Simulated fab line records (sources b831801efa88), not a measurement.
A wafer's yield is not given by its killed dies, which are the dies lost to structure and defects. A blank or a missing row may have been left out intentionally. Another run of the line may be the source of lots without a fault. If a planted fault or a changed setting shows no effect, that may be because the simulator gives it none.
fab line records + flow sky130
record
- lots=6
- wafers=18
- last-day=50
route steps=708 shown METAL4@627 VIA4@639 PAD_OPEN@708
lots that met no fault: taken from a fault-free run of the same line
start-h: start of the lot's first displayed wafer, in hours after the record's first day + wait-h: how many hours have passed since the lot's step before this one + " repeats the value in the row above + L1.1+2: a row that stands for several wafers + - value missing, or start not given + * or withheld: withheld + < > ~ a bound
route shown NAME@n: a module of which the file shows steps, and the number in the route of the first + usual: mean/standard deviation of fault-free wafers + same: alike in all rows + chamber/n: place in a boat + sites: the reading at each site + _std_site: their standard deviation + _edge_site: mean of outer sites minus mean of inner sites + radius-mm: how far each site lies from the wafer's centre + mask NAME#n: copy n + behind: the last tool/chamber to shape the wafer + hold: why the lot went on hold/how many hours it stayed there/how the hold came to an end + device: names the non-switching transistor (n, p or np) + end of line: the tests these same wafers got at the end of their route + a step without rows: its recipe alone + killed: at the first sort, the dies lost to defects and structure; wafer yield is something else + map: dies across one wafer; x = killed, . = not, _ = none there
set.NAME: the setting that was run; set.NAME@STEP: the one run at that earlier step + model.NAME: the simulator's own value behind a step, which no gauge read
lots seen at some steps along the route; tables by step, rows by wafer
services: a tool's chamber out of use, with start hour (start-h, from the record's first day; less than 0 if before it), hours out, and reason
## steps
# step SKY_METAL4_PEB_11
# recipe
- peb-temp-c=withheld
- peb-time-s=withheld
- resist=KrF-thick
# step SKY_METAL4_DEVELOP_12
# recipe
- develop-time-s=60
- resist=KrF-thick
- dev-temp-c=21
# step SKY_METAL4_CD_MEAS_13
# recipe
- target-cd-nm=300
# usual
- cd-nm=299.4/1.3
| lot.wafer | tool      | chamber | start-h | wait-h | cd-nm |
|-----------|-----------|---------|---------|--------|-------|
| L317.1    | cd-sem-02 | -       | 1014.27 | -      | 300.2 |
| L317.2    | "         | -       | "       | "      | 299.8 |
| L317.6    | "         | -       | "       | "      | 300.5 |
| L324.1    | cd-sem-02 | -       | 1046.38 | -      | 298.8 |
| L324.2    | "         | -       | "       | "      | 298.8 |
| L324.3    | "         | -       | "       | "      | 299.4 |
| L323.1    | cd-sem-02 | -       | 1048.12 | -      | 296.0 |
| L323.3    | "         | -       | "       | "      | 296.5 |
| L323.4    | "         | -       | "       | "      | 297.0 |
| L333.2    | cd-sem-01 | -       | 1096.38 | -      | 300.1 |
| L333.4    | "         | -       | "       | "      | 300.5 |
| L333.6    | "         | -       | "       | "      | 299.8 |
| L334.1    | cd-sem-01 | -       | 1100.96 | -      | 297.8 |
| L334.4    | "         | -       | "       | "      | 298.5 |
| L334.6    | "         | -       | "       | "      | 298.5 |
| L335.2    | cd-sem-01 | -       | 1112.50 | -      | 298.7 |
| L335.4    | "         | -       | "       | "      | 299.7 |
| L335.5    | "         | -       | "       | "      | 301.2 |
# step SKY_METAL4_OVL_MEAS_14
# usual
- METAL4_OVL=3/6.2
| lot.wafer | tool       | chamber | start-h | wait-h | METAL4_OVL[nm] |
|-----------|------------|---------|---------|--------|----------------|
| L317.1    | overlay-02 | -       | 1014.39 | 0.1    | 6              |
| L317.2    | "          | -       | "       | "      | 7              |
| L317.6    | "          | -       | "       | "      | 1              |
| L324.1    | overlay-02 | -       | 1046.50 | 0.1    | 12             |
| L324.2    | "          | -       | "       | "      | 9              |
| L324.3    | "          | -       | "       | "      | 6              |
| L323.1    | overlay-01 | -       | 1048.24 | 0.1    | 11             |
| L323.3    | "          | -       | "       | "      | 12             |
| L323.4    | "          | -       | "       | "      | 13             |
| L333.2    | overlay-01 | -       | 1096.49 | 0.1    | 3              |
| L333.4    | "          | -       | "       | "      | 9              |
| L333.6    | "          | -       | "       | "      | 5              |
| L334.1    | overlay-01 | -       | 1101.08 | 0.1    | 7              |
| L334.4    | "          | -       | "       | "      | 8              |
| L334.6    | "          | -       | "       | "      | 8              |
| L335.2    | overlay-02 | -       | 1112.61 | 0.1    | -3             |
| L335.4    | "          | -       | "       | "      | 4              |
| L335.5    | "          | -       | "       | "      | 4              |
# step SKY_METAL4_DESCUM_15
# recipe
- chemistry=O2
- source-power-w=150
- bias-power-w=0
- pressure-mtorr=10
- temp-c=40
- time-s=8
# usual
- drypump-motor-current-A=5.7/0.56
- oes-product-au=1.002/0.012
- rf-fwd-power-W=147.3/0.58
| lot.wafer | tool         | chamber | start-h | wait-h | drypump-motor-current-A | oes-product-au | rf-fwd-power-W | rf-hours-counter-h |
|-----------|--------------|---------|---------|--------|-------------------------|----------------|----------------|--------------------|
| L317.1    | rie-metal-03 | 0       | 1014.43 | 0.0    | 5.3                     | 1.006          | 146.4          | 5                  |
| L317.2    | "            | 1       | "       | "      | 5.6                     | 1.037          | 147.0          | 10                 |
| L317.6    | "            | 0       | "       | "      | 5.3                     | 1.010          | 146.9          | -                  |
| L324.1    | rie-metal-04 | 1       | 1046.54 | 0.0    | 6.1                     | 0.991          | 148.6          | 8                  |
| L324.2    | "            | 0       | "       | "      | 5.0                     | 1.010          | 146.6          | 5                  |
| L324.3    | "            | 0       | "       | "      | 5.0                     | 1.000          | 146.9          | -                  |
| L323.1    | rie-metal-04 | 1       | 1048.28 | 0.0    | 6.1                     | 0.996          | 148.0          | 8                  |
| L323.3    | "            | 0       | "       | "      | 5.0                     | 1.003          | 146.8          | -                  |
| L323.4    | "            | 1       | "       | "      | 6.1                     | 1.007          | 147.8          | -                  |
| L333.2    | rie-metal-04 | 1       | 1096.53 | 0.0    | 6.1                     | 0.989          | 147.7          | -                  |
| L333.4    | "            | 1       | "       | "      | 6.1                     | 0.991          | 148.1          | -                  |
| L333.6    | "            | 1       | "       | "      | 6.1                     | 0.986          | 147.7          | -                  |
| L334.1    | rie-metal-03 | 1       | 1101.12 | 0.0    | 5.6                     | 1.030          | 147.4          | 17                 |
| L334.4    | "            | 1       | "       | "      | 5.6                     | 1.050          | 147.9          | -                  |
| L334.6    | "            | 0       | "       | "      | 5.3                     | 1.011          | 147.9          | -                  |
| L335.2    | rie-metal-04 | 0       | 1112.64 | 0.0    | 5.0                     | 1.007          | 146.4          | 8                  |
| L335.4    | "            | 1       | "       | "      | 6.1                     | 0.988          | 148.1          | -                  |
| L335.5    | "            | 0       | "       | "      | 5.0                     | 1.013          | 146.6          | -                  |
# step SKY_METAL4_ETCH_16
# recipe
- chemistry=N2/H2
- target=BARC
- ion-energy-ev=200
- bias-w=100
- pressure-mtorr=30
- n2-flow-sccm=100
- h2-flow-sccm=200
- icp-w=500
- stop-on=SiO2
- time-s=88.2
- target-depth-a=600
# usual
- drypump-motor-current-A=5.7/0.56
- oes-product-au=0.625/0.0043
- rf-fwd-power-W=497.4/1.5
- throttle-valve-pct=13.205/0.0095
| lot.wafer | tool         | chamber | start-h | wait-h | drypump-motor-current-A | oes-product-au | rf-fwd-power-W | rf-hours-counter-h | throttle-valve-pct |
|-----------|--------------|---------|---------|--------|-------------------------|----------------|----------------|--------------------|--------------------|
| L317.1    | rie-metal-03 | 0       | 1014.46 | 0.0    | 5.3                     | 0.628          | 496.7          | 5                  | 13.212             |
| L317.2    | "            | 1       | "       | "      | 5.6                     | 0.628          | 494.2          | 10                 | 13.204             |
| L317.6    | "            | 0       | "       | "      | 5.3                     | 0.622          | 499.4          | -                  | 13.207             |
| L324.1    | rie-metal-04 | 1       | 1046.57 | 0.0    | 6.2                     | 0.619          | 496.6          | 8                  | 13.196             |
| L324.2    | "            | 0       | "       | "      | 5.0                     | 0.623          | 498.9          | 5                  | 13.195             |
| L324.3    | "            | 0       | "       | "      | 5.0                     | 0.618          | 495.9          | -                  | 13.185             |
| L323.1    | rie-metal-04 | 1       | 1048.31 | 0.0    | 6.1                     | 0.623          | 497.5          | 8                  | 13.202             |
| L323.3    | "            | 0       | "       | "      | 5.0                     | 0.625          | 494.1          | -                  | 13.196             |
| L323.4    | "            | 1       | "       | "      | 6.1                     | 0.623          | 495.8          | -                  | 13.221             |
| L333.2    | rie-metal-04 | 1       | 1096.62 | 0.1    | 6.1                     | 0.625          | 497.9          | -                  | 13.204             |
| L333.4    | "            | 1       | "       | "      | 6.1                     | 0.627          | 499.8          | -                  | 13.194             |
| L333.6    | "            | 1       | "       | "      | 6.1                     | 0.621          | 499.4          | -                  | 13.214             |
| L334.1    | rie-metal-03 | 1       | 1101.15 | 0.0    | 5.6                     | 0.628          | 498.7          | 17                 | 13.193             |
| L334.4    | "            | 1       | "       | "      | 5.6                     | 0.626          | 495.1          | -                  | 13.208             |
| L334.6    | "            | 0       | "       | "      | 5.3                     | 0.630          | 498.8          | -                  | 13.186             |
| L335.2    | rie-metal-04 | 0       | 1112.67 | 0.0    | 5.0                     | 0.619          | 496.0          | 8                  | 13.219             |
| L335.4    | "            | 1       | "       | "      | 6.1                     | 0.629          | 498.0          | -                  | 13.196             |
| L335.5    | "            | 0       | "       | "      | 5.0                     | 0.629          | 496.1          | -                  | 13.207             |
# step SKY_METAL4_ETCH_17
# recipe
- target=SiO2
- stop-on=TiN
- chemistry=C4F8/O2/Ar
- source-w=1500
- bias-w=1200
- pressure-mtorr=40
- c4f8-flow-sccm=withheld
- O2_flow_sccm=6
- Ar_flow_sccm=300
- time-s=3.9
- target-depth-a=150
# usual
- oes-product-au=0.756/0.0084
- rf-fwd-power-W=1469/8.4
| lot.wafer | tool        | chamber | start-h | wait-h | oes-product-au | rf-fwd-power-W | rf-hours-counter-h |
|-----------|-------------|---------|---------|--------|----------------|----------------|--------------------|
| L317.1    | rie-diel-03 | 0       | 1014.56 | 0.1    | 0.756          | 1482           | 16                 |
| L317.2    | "           | 3       | "       | "      | 0.767          | 1460           | 26                 |
| L317.6    | "           | 2       | "       | "      | 0.766          | 1471           | -                  |
| L324.1    | rie-diel-01 | 0       | 1046.67 | 0.1    | 0.757          | 1471           | 25                 |
| L324.2    | "           | 2       | "       | "      | 0.763          | 1476           | 20                 |
| L324.3    | "           | 3       | "       | "      | 0.756          | 1472           | 19                 |
| L323.1    | rie-diel-03 | 3       | 1048.41 | 0.1    | 0.763          | 1463           | 27                 |
| L323.3    | "           | 0       | "       | "      | 0.756          | 1484           | 17                 |
| L323.4    | "           | 2       | "       | "      | 0.773          | 1468           | 21                 |
| L333.2    | rie-diel-04 | 2       | 1096.78 | 0.1    | 0.758          | 1476           | 18                 |
| L333.4    | "           | 1       | "       | "      | 0.756          | 1466           | 7                  |
| L333.6    | "           | 1       | "       | "      | 0.769          | 1456           | -                  |
| L334.1    | rie-diel-01 | 3       | 1101.25 | 0.1    | 0.748          | 1479           | 21                 |
| L334.4    | "           | 1       | "       | "      | 0.742          | 1461           | 4                  |
| L334.6    | "           | 0       | "       | "      | 0.750          | 1461           | -                  |
| L335.2    | rie-diel-03 | 0       | 1112.77 | 0.1    | 0.752          | 1485           | 19                 |
| L335.4    | "           | 2       | "       | "      | 0.757          | 1473           | 24                 |
| L335.5    | "           | 2       | "       | "      | 0.763          | 1469           | -                  |
# step SKY_METAL4_METAL_ETCH_18
# recipe
- target-depth-a=8450
- stop-on=SiO2
- over-etch-frac=0.3
- time-s=183.1
- chemistry=Cl2/BCl3
- resist-sidewall-deg=88
- pressure-mtorr=10
- icp-w=900
- bias-w=48.5
- Cl2_flow_sccm=60
- bcl3-flow-sccm=30
# usual
- drypump-motor-current-A=5.6/0.43
- oes-product-au=0.864/0.0069
- rf-fwd-power-W=897.5/2.6
- throttle-valve-pct=22.264/0.0089
| lot.wafer | tool         | chamber | start-h | wait-h | drypump-motor-current-A | oes-product-au | rf-fwd-power-W | rf-hours-counter-h | throttle-valve-pct |
|-----------|--------------|---------|---------|--------|-------------------------|----------------|----------------|--------------------|--------------------|
| L317.1    | rie-metal-04 | 1       | 1014.57 | 0.0    | 6.1                     | 0.859          | 891.1          | 6                  | 22.272             |
| L317.2    | "            | 0       | "       | "      | 5.0                     | 0.849          | 903.5          | 3                  | 22.267             |
| L317.6    | "            | 1       | "       | "      | 6.1                     | 0.860          | 892.6          | -                  | 22.273             |
| L324.1    | rie-metal-03 | 0       | 1046.69 | 0.0    | 5.3                     | 0.870          | 895.5          | 7                  | 22.282             |
| L324.2    | "            | 1       | "       | "      | 5.6                     | 0.861          | 899.3          | 12                 | 22.265             |
| L324.3    | "            | 0       | "       | "      | 5.3                     | 0.862          | 899.7          | -                  | 22.263             |
| L323.1    | rie-metal-03 | 1       | 1048.42 | 0.0    | 5.6                     | 0.873          | 899.1          | 12                 | 22.287             |
| L323.3    | "            | 0       | "       | "      | 5.3                     | 0.860          | 902.4          | -                  | 22.263             |
| L323.4    | "            | 1       | "       | "      | 5.6                     | 0.870          | 894.9          | -                  | 22.288             |
| L333.2    | rie-metal-03 | 0       | 1096.80 | 0.0    | 5.3                     | 0.865          | 895.3          | 12                 | 22.262             |
| L333.4    | "            | 0       | "       | "      | 5.3                     | 0.873          | 896.3          | -                  | 22.269             |
| L333.6    | "            | 1       | "       | "      | 5.6                     | 0.876          | 901.6          | -                  | 22.255             |
| L334.1    | rie-metal-01 | 1       | 1101.27 | 0.0    | 6.5                     | 0.871          | 903.2          | 26                 | 22.254             |
| L334.4    | "            | 0       | "       | "      | 5.6                     | 0.858          | 898.4          | -                  | 22.249             |
| L334.6    | "            | 1       | "       | "      | 6.5                     | 0.869          | 901.4          | -                  | 22.254             |
| L335.2    | rie-metal-03 | 0       | 1112.79 | 0.0    | 5.3                     | 0.850          | 899.1          | 13                 | 22.271             |
| L335.4    | "            | 0       | "       | "      | 5.3                     | 0.854          | 894.1          | -                  | 22.272             |
| L335.5    | "            | 0       | "       | "      | 5.3                     | 0.856          | 897.5          | -                  | 22.250             |
# step SKY_METAL4_STRIP_19
# recipe
- chemistry=O2/N2
- power-w=1400
- pressure-mtorr=1500
- platen-temp-c=withheld
- o2-flow-sccm=3000
- n2-flow-sccm=300
- overash-fraction=0.5
# step SKY_METAL4_STRIP_20
# recipe
- chemistry=post-etch-residue-remover
- time-s=1200
- temp-c=72.5
# step SKY_METAL4_CLEAN_21
# recipe
- chemistry=IPA
- time-s=180
- temp-c=25
# step SKY_METAL4_CLEAN_22
# recipe
- chemistry=O3/DIW
- dry=n2-spin
# step SKY_VIA4_HDPCVD_00
# recipe
- material=SiO2
- target-thk-nm=1750
- sigma-open-frac=0.3
- time-s=291.7
- temp-c=400
- sih4-flow-sccm=60
- pressure-mtorr=6
| lot.wafer | tool      | chamber | start-h | wait-h | model.SiO2_of_VIA4_HDPCVD_00.thk-nm |
|-----------|-----------|---------|---------|--------|-------------------------------------|
| L317.1    | hdpcvd-02 | 0       | 1015.34 | 0.0    | 1697                                |
| L317.2    | "         | 1       | "       | "      | 1763                                |
| L317.6    | "         | 0       | "       | "      | 1698                                |
| L324.1    | hdpcvd-02 | 1       | 1047.46 | 0.0    | 1759                                |
| L324.2    | "         | 0       | "       | "      | 1710                                |
| L324.3    | "         | 2       | "       | "      | 1749                                |
| L323.1    | hdpcvd-01 | 0       | 1049.20 | 0.0    | 1752                                |
| L323.3    | "         | 2       | "       | "      | 1746                                |
| L323.4    | "         | 1       | "       | "      | 1724                                |
| L333.2    | hdpcvd-01 | 2       | 1097.58 | 0.0    | 1746                                |
| L333.4    | "         | 2       | "       | "      | 1055                                |
| L333.6    | "         | 1       | "       | "      | 1744                                |
| L334.1    | hdpcvd-01 | 2       | 1102.04 | 0.0    | 1037                                |
| L334.4    | "         | 2       | "       | "      | 1029                                |
| L334.6    | "         | 1       | "       | "      | 1704                                |
| L335.2    | hdpcvd-02 | 2       | 1113.56 | 0.0    | 1750                                |
| L335.4    | "         | 1       | "       | "      | 1749                                |
| L335.5    | "         | 0       | "       | "      | 1726                                |
# step SKY_VIA4_THK_MEAS_01
# recipe
- reads=SiO2_of_VIA4_HDPCVD_00
# usual
- VIA4_HDPCVD_THK=1743/24
| lot.wafer | tool          | chamber | start-h | wait-h | VIA4_HDPCVD_THK[nm] |
|-----------|---------------|---------|---------|--------|---------------------|
| L317.1    | film-metro-01 | -       | 1015.52 | 0.1    | 1696                |
| L317.2    | "             | -       | "       | "      | 1763                |
| L317.6    | "             | -       | "       | "      | 1697                |
| L324.1    | film-metro-01 | -       | 1047.64 | 0.1    | 1759                |
| L324.2    | "             | -       | "       | "      | 1711                |
| L324.3    | "             | -       | "       | "      | 1751                |
| L323.1    | film-metro-01 | -       | 1049.38 | 0.1    | 1752                |
| L323.3    | "             | -       | "       | "      | 1746                |
| L323.4    | "             | -       | "       | "      | 1723                |
| L333.2    | film-metro-01 | -       | 1097.77 | 0.1    | 1747                |
| L333.4    | "             | -       | "       | "      | 1055                |
| L333.6    | "             | -       | "       | "      | 1744                |
| L334.1    | film-metro-02 | -       | 1102.22 | 0.1    | 1038                |
| L334.4    | "             | -       | "       | "      | 1028                |
| L334.6    | "             | -       | "       | "      | 1704                |
| L335.2    | film-metro-02 | -       | 1113.75 | 0.1    | 1750                |
| L335.4    | "             | -       | "       | "      | 1750                |
| L335.5    | "             | -       | "       | "      | 1726                |
# step SKY_VIA4_CMP_02
# recipe
- material=SiO2
- down-force-psi=4
- platen-rpm=60
- pad-velocity-m-s=0.94248
# usual
- motor-current-A=12.0/1.2
- slurry-flow-ml-min=149.9/0.49
| lot.wafer | tool   | chamber | start-h | wait-h | motor-current-A | slurry-flow-ml-min |
|-----------|--------|---------|---------|--------|-----------------|--------------------|
| L317.2    | cmp-02 | 2       | 1015.58 | 0.0    | 13.1            | 150.3              |
| L317.1    | "      | 0       | "       | "      | 11.7            | 149.6              |
| L317.6    | "      | 2       | "       | "      | 14.0            | 150.0              |
| L324.3    | cmp-02 | 2       | 1048.21 | 0.5    | 13.5            | 150.4              |
| L324.2    | "      | 3       | "       | "      | 13.6            | 150.0              |
| L324.1    | "      | 0       | "       | "      | 11.0            | 150.0              |
| L323.4    | cmp-02 | 1       | 1049.44 | 0.0    | 12.2            | 150.3              |
| L323.1    | "      | 3       | "       | "      | 13.8            | 150.2              |
| L323.3    | "      | 0       | "       | "      | 11.9            | 149.6              |
| L333.4    | cmp-01 | 1       | 1097.82 | 0.0    | 11.7            | 150.0              |
| L333.2    | "      | 3       | "       | "      | 11.6            | 150.1              |
| L333.6    | "      | 1       | "       | "      | 11.7            | 150.3              |
| L334.1    | cmp-01 | 1       | 1102.33 | 0.1    | 11.7            | 150.3              |
| L334.4    | "      | 2       | "       | "      | 11.4            | 149.6              |
| L334.6    | "      | 0       | "       | "      | 10.4            | 149.7              |
| L335.2    | cmp-01 | 1       | 1113.80 | 0.0    | 11.7            | 148.9              |
| L335.4    | "      | 3       | "       | "      | 11.6            | 149.8              |
| L335.5    | "      | 1       | "       | "      | 11.5            | 149.7              |
# step SKY_PAD_OPEN_PROBE_99
# usual
- defect-limited-yield=82.5/1.7
- killed_at_M0_to_M3=43/6.1
- killed_at_M4_up=3.5/2
- killed-at-contacts=25/5.1
- killed-at-front-end=14/4.2
- killed-at-other=0.3/0.55
- killed-dies=86/8.3
- killed-open=46/7.2
- killed-short=39/6
# same
- gross-dies=492
- killed-at-back-side=0
| lot.wafer | tool      | chamber | start-h | wait-h | defect-limited-yield[%] | killed_at_M0_to_M3 | killed_at_M4_up | killed-at-contacts | killed-at-front-end | killed-at-other | killed-dies | killed-open | killed-short | model.etest.tester.sort-n-pass | model.etest.tester.sort-yield-pct | model.etest.tester.sort_bin_3_pct | model.etest.met5-comb.leak-log10-a-um |
|-----------|-----------|---------|---------|--------|-------------------------|--------------------|-----------------|--------------------|---------------------|-----------------|-------------|-------------|--------------|--------------------------------|-----------------------------------|-----------------------------------|---------------------------------------|
| L317.1    | prober-01 | -       | 1106.64 | 0.1    | 82.1                    | 41                 | 5               | 25                 | 17                  | 0               | 88          | 56          | 32           | 404                            | 82.11                             | 0.4065                            | -11.92                                |
| L317.2    | prober-01 | -       | 1106.69 | 0.1    | 80.5                    | 53                 | 5               | 26                 | 12                  | 0               | 96          | 54          | 42           | 396                            | 80.49                             | 1.423                             | -11.94                                |
| L317.6    | prober-01 | -       | 1106.89 | 0.2    | 85.4                    | 35                 | 5               | 21                 | 11                  | 0               | 72          | 35          | 37           | 420                            | 85.37                             | 0.813                             | -12.1                                 |
| L324.1    | prober-01 | -       | 1135.88 | 0.1    | 83.7                    | 31                 | 8               | 25                 | 16                  | 0               | 80          | 43          | 35           | 412                            | 83.74                             | 1.423                             | -12.05                                |
| L324.2    | prober-01 | -       | 1135.93 | 0.1    | 83.5                    | 52                 | 1               | 21                 | 7                   | 0               | 81          | 43          | 38           | 411                            | 83.54                             | 1.22                              | -11.94                                |
| L324.3    | prober-01 | -       | 1135.98 | 0.2    | 84.8                    | 35                 | 10              | 20                 | 10                  | 0               | 75          | 34          | 40           | 417                            | 84.76                             | 1.016                             | -11.71                                |
| L323.1    | prober-02 | -       | 1138.62 | 0.1    | 82.7                    | 30                 | 3               | 35                 | 17                  | 0               | 85          | 52          | 32           | 407                            | 82.72                             | 0.813                             | -11.94                                |
| L323.3    | prober-02 | -       | 1138.72 | 0.2    | 80.9                    | 43                 | 5               | 25                 | 21                  | 0               | 94          | 51          | 42           | 398                            | 80.89                             | 0.813                             | -12.04                                |
| L323.4    | prober-02 | -       | 1138.77 | 0.2    | 80.9                    | 41                 | 1               | 29                 | 22                  | 1               | 94          | 51          | 42           | 398                            | 80.89                             | 1.22                              | -12.06                                |
| L333.2    | prober-02 | -       | 1178.22 | 0.1    | 83.5                    | 39                 | 2               | 22                 | 18                  | 0               | 81          | 44          | 34           | 411                            | 83.54                             | 1.22                              | -11.96                                |
| L333.4    | prober-02 | -       | 1178.32 | 0.2    | 85.4                    | 36                 | 2               | 21                 | 13                  | 0               | 72          | 38          | 34           | 233                            | 47.36                             | 39.23                             | -6.906                                |
| L333.6    | prober-02 | -       | 1178.42 | 0.2    | 83.9                    | 40                 | 4               | 21                 | 14                  | 0               | 79          | 43          | 36           | 413                            | 83.94                             | 0.4065                            | -12.05                                |
| L334.1    | prober-01 | -       | 1181.80 | 0.1    | 82.5                    | 42                 | 2               | 29                 | 13                  | 0               | 86          | 54          | 32           | 227                            | 46.14                             | 37.19                             | -7.046                                |
| L334.4    | prober-01 | -       | 1181.95 | 0.2    | 81.7                    | 49                 | 4               | 25                 | 11                  | 1               | 90          | 54          | 35           | 230                            | 46.75                             | 35.57                             | -7.15                                 |
| L334.6    | prober-01 | -       | 1182.05 | 0.2    | 81.5                    | 51                 | 5               | 22                 | 13                  | 0               | 91          | 49          | 42           | 401                            | 81.5                              | 0.6098                            | -11.78                                |
| L335.2    | prober-02 | -       | 1190.43 | 0.1    | 85.4                    | 36                 | 0               | 24                 | 12                  | 0               | 72          | 47          | 25           | 420                            | 85.37                             | 1.016                             | -12.09                                |
| L335.4    | prober-02 | -       | 1190.53 | 0.2    | 81.5                    | 52                 | 2               | 26                 | 11                  | 0               | 91          | 60          | 30           | 401                            | 81.5                              | 0.2033                            | -12.05                                |
| L335.5    | prober-02 | -       | 1190.58 | 0.2    | 82.3                    | 54                 | 3               | 17                 | 12                  | 1               | 87          | 57          | 30           | 405                            | 82.32                             | 0.813                             | -11.98                                |
# killed by level:class
L317.1 CONTACT:geometric-particle:open=9 VIA2:geometric-particle:open=9 VIA1:geometric-particle:open=9 POLY_GATE:geometric-particle:short=7 LI_CONTACT:geometric-particle:open=7 VIA3:geometric-particle:open=5 FIELD_ISO:geometric-particle:open=4 SPACER:geometric-particle:open=4
L317.2 VIA2:geometric-particle:open=13 CONTACT:geometric-particle:open=12 VIA1:geometric-particle:open=10 VIA2:geometric-particle:short=6 CONTACT:geometric-particle:short=5 METAL1:geometric-particle:short=5 VIA1:geometric-particle:short=5 METAL4:geometric-particle:short=5
L317.6 VIA1:geometric-particle:open=10 CONTACT:geometric-particle:open=7 CONTACT:geometric-particle:short=6 METAL1:geometric-particle:short=5 VIA1:geometric-particle:short=4 LI_CONTACT:geometric-particle:open=4 METAL2:geometric-particle:short=4 VIA3:geometric-particle:open=4
L324.1 VIA1:geometric-particle:open=9 CONTACT:geometric-particle:open=7 LI_CONTACT:geometric-particle:open=6 POLY_GATE:geometric-particle:open=5 CONTACT:geometric-particle:short=5 METAL4:geometric-particle:short=5 LOCAL_INTERCONNECT:geometric-particle:short=4 METAL1:geometric-particle:short=4
L324.2 CONTACT:geometric-particle:open=9 VIA1:geometric-particle:open=9 VIA3:geometric-particle:open=8 METAL2:geometric-particle:short=7 METAL1:geometric-particle:short=6 VIA1:geometric-particle:short=6 LI_CONTACT:geometric-particle:open=5 VIA3:geometric-particle:short=4
L324.3 LI_CONTACT:geometric-particle:open=11 METAL4:geometric-particle:short=8 VIA1:geometric-particle:short=7 METAL2:geometric-particle:short=6 FIELD_ISO:geometric-particle:open=5 METAL1:geometric-particle:short=4 VIA1:geometric-particle:open=4 FIELD_ISO:geometric-particle:short=3
L323.1 CONTACT:geometric-particle:open=17 VIA1:geometric-particle:open=7 VIA2:geometric-particle:open=6 FIELD_ISO:geometric-particle:short=5 LI_CONTACT:geometric-particle:open=5 CONTACT:geometric-particle:short=5 LOCAL_INTERCONNECT:geometric-particle:short=4 METAL3:geometric-particle:short=4
L323.3 CONTACT:geometric-particle:open=14 METAL2:geometric-particle:short=9 VIA2:geometric-particle:open=8 FIELD_ISO:geometric-particle:open=7 VIA1:geometric-particle:open=7 LI_CONTACT:geometric-particle:short=5 VIA1:geometric-particle:short=5 SPACER:geometric-particle:short=4
L323.4 VIA1:geometric-particle:open=12 CONTACT:geometric-particle:open=10 VIA1:geometric-particle:short=8 FIELD_ISO:geometric-particle:short=7 LI_CONTACT:geometric-particle:open=7 LOCAL_INTERCONNECT:geometric-particle:short=7 VIA2:geometric-particle:open=6 POLY_GATE:geometric-particle:short=5
L333.2 VIA1:geometric-particle:open=10 CONTACT:geometric-particle:short=8 CONTACT:geometric-particle:open=8 FIELD_ISO:geometric-particle:open=5 VIA3:geometric-particle:open=5 VIA1:geometric-particle:short=5 METAL1:geometric-particle:short=4 METAL2:geometric-particle:open=4
L333.4 VIA1:geometric-particle:open=9 LI_CONTACT:geometric-particle:open=7 CONTACT:geometric-particle:open=6 METAL1:geometric-particle:short=6 FIELD_ISO:geometric-particle:open=5 METAL2:geometric-particle:short=5 VIA1:geometric-particle:short=4 VIA3:geometric-particle:short=4
L333.6 VIA1:geometric-particle:open=10 METAL1:geometric-particle:short=8 LI_CONTACT:geometric-particle:open=7 CONTACT:geometric-particle:open=7 METAL2:geometric-particle:short=6 VIA3:geometric-particle:open=5 VIA2:geometric-particle:open=4 METAL4:geometric-particle:short=4
L334.1 CONTACT:geometric-particle:open=14 VIA2:geometric-particle:open=10 VIA1:geometric-particle:open=8 VIA3:geometric-particle:open=6 CONTACT:geometric-particle:short=5 METAL1:geometric-particle:short=5 FIELD_ISO:geometric-particle:short=4 LI_CONTACT:geometric-particle:open=4
L334.4 VIA1:geometric-particle:open=11 CONTACT:geometric-particle:open=10 VIA3:geometric-particle:open=9 CONTACT:geometric-particle:short=8 VIA2:geometric-particle:open=6 LI_CONTACT:geometric-particle:open=6 METAL1:geometric-particle:short=6 FIELD_ISO:geometric-particle:open=4
L334.6 VIA3:geometric-particle:open=13 CONTACT:geometric-particle:open=10 METAL1:geometric-particle:short=7 VIA1:geometric-particle:open=7 VIA2:geometric-particle:short=6 POLY_GATE:geometric-particle:short=5 METAL2:geometric-particle:short=5 VIA2:geometric-particle:open=5
L335.2 VIA1:geometric-particle:open=13 CONTACT:geometric-particle:open=12 FIELD_ISO:geometric-particle:open=7 VIA1:geometric-particle:short=7 CONTACT:geometric-particle:short=4 METAL1:geometric-particle:short=4 VIA3:geometric-particle:open=4 LI_CONTACT:geometric-particle:open=3
L335.4 VIA1:geometric-particle:open=16 CONTACT:geometric-particle:open=11 VIA2:geometric-particle:open=11 METAL2:geometric-particle:short=8 LI_CONTACT:geometric-particle:open=7 VIA3:geometric-particle:open=6 LOCAL_INTERCONNECT:geometric-particle:short=5 METAL3:geometric-particle:short=4
L335.5 VIA1:geometric-particle:open=16 VIA2:geometric-particle:open=8 CONTACT:geometric-particle:open=8 VIA3:geometric-particle:open=7 VIA1:geometric-particle:short=5 FIELD_ISO:geometric-particle:open=4 POLY_GATE:geometric-particle:open=4 METAL2:geometric-particle:short=4
## services
| tool         | chamber | start-h | hours | kind                           |
|--------------|---------|---------|-------|--------------------------------|
| hdpcvd-02    | 0       | 1008.75 | 2.3   | repair                         |
| rie-diel-03  | 1       | 1012.42 | 6.3   | repair                         |
| rie-diel-01  | 3       | 1039.24 | 3.6   | repair                         |
| cmp-02       | -       | 1044.18 | 4.0   | repair                         |
| cmp-02       | -       | 1052.21 | 15.0  | pm                             |
| cmp-01       | -       | 1070.34 | 0.4   | repair                         |
| rie-diel-01  | 0       | 1074.01 | 4.4   | repair                         |
| hdpcvd-02    | 2       | 1083.67 | 6.3   | repair                         |
| rie-metal-04 | 0       | 1083.74 | 28.2  | repair                         |
| cmp-01       | -       | 1084.30 | 4.0   | pm                             |
| cmp-01       | -       | 1088.30 | -     | consumable-replace:conditioner |
| cmp-01       | -       | 1088.30 | -     | consumable-replace:pad         |
| rie-metal-04 | -       | 1105.14 | 0.3   | repair                         |
## key
first-sign
- step=SKY_VIA4_THK_MEAS_01
- reading=VIA4_HDPCVD_THK
- direction=down
- sigmas=29
- usual=1743
- struck=1040
effect none on later readings
model-effect
- step=SKY_VIA4_HDPCVD_00
- value=SiO2_of_VIA4_HDPCVD_00.thk-nm
- without=1740
- struck=1040
model-effect
- step=SKY_PAD_OPEN_PROBE_99
- value=etest.tester.sort-n-pass
- without=409.3
- struck=230
met-at SKY_VIA4_HDPCVD_00
struck-wafers L333.4,L334.1,L334.4
onset-between 1049.20 1097.58
fault
- kind=process-parameter-drift
- tool=hdpcvd-01
- chamber=-
- onset-h=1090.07
- steps=SKY_VIA4_HDPCVD_00
- channel=target-thk-nm
- offset=-699.31
- shape=step
- end-h=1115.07
- scope=struck-wafers-only
- acts-in=these-recipes-only
- stated=1750
